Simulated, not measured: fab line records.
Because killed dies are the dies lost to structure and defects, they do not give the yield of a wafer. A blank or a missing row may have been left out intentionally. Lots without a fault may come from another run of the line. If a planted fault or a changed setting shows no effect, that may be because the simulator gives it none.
Which tool did it?	flow gf180mcu	route of 602 steps, sampled at 1 step: 11 lots, 33 wafers

## WHAT EACH GAUGE READ, for each wafer
GF_DUAL_GATE_OVL_MEAS_11.
lot	measured	on	DUAL_GATE_OVL (nm)
L649	day 8 08:28	overlay-02	-1.3 -0.1 -0.1
L653	day 9 13:19	overlay-01	0.4 1.2 0.2
L654	day 9 19:10	overlay-02	0.1 2.8 0.0
L655	day 10 08:06	overlay-02	0.4 -0.1 -1.1
L656	day 10 12:00	overlay-02	2.3 4.2 2.0
L657	day 10 17:13	overlay-02	1.6 1.9 0.5
L660	day 11 16:18	overlay-02	-0.8 0.3 -1.8
L662	day 12 03:00	overlay-02	1.0 0.0 0.9
L664	day 12 22:25	overlay-01	0.5 -0.1 0.9
L667	day 13 13:04	overlay-01	0.5 0.2 -1.4
L669	day 14 07:01	overlay-02	0.7 -1.1 -1.3

## WHAT TOOL EACH LOT RAN ON (gives the tool, then ch and the chambers of the sampled wafers, and finally the start)
The record holds no process step before these readings.

## THE ANSWER, worked out from the rows above alone
Rule: what is usual is taken from the lots themselves. The widest of any qualifying gaps counts: lots, ordered by their means at a reading, are off when they make up no more than a third of the lots, leave a main group of 4 or more, and stand apart from it by 3 or more times the standard deviation of that group's means. If all means in a main group match to the digits the tables above print for the reading, that group is not used. A lot without any number at a reading at which 4 lots or more have one is off too. All remaining lots with rows at the step are treated as sound.
None of the lots is off at any reading shown; this tells nothing.

## WHAT HAD BEEN PUT IN BY THE SIMULATOR
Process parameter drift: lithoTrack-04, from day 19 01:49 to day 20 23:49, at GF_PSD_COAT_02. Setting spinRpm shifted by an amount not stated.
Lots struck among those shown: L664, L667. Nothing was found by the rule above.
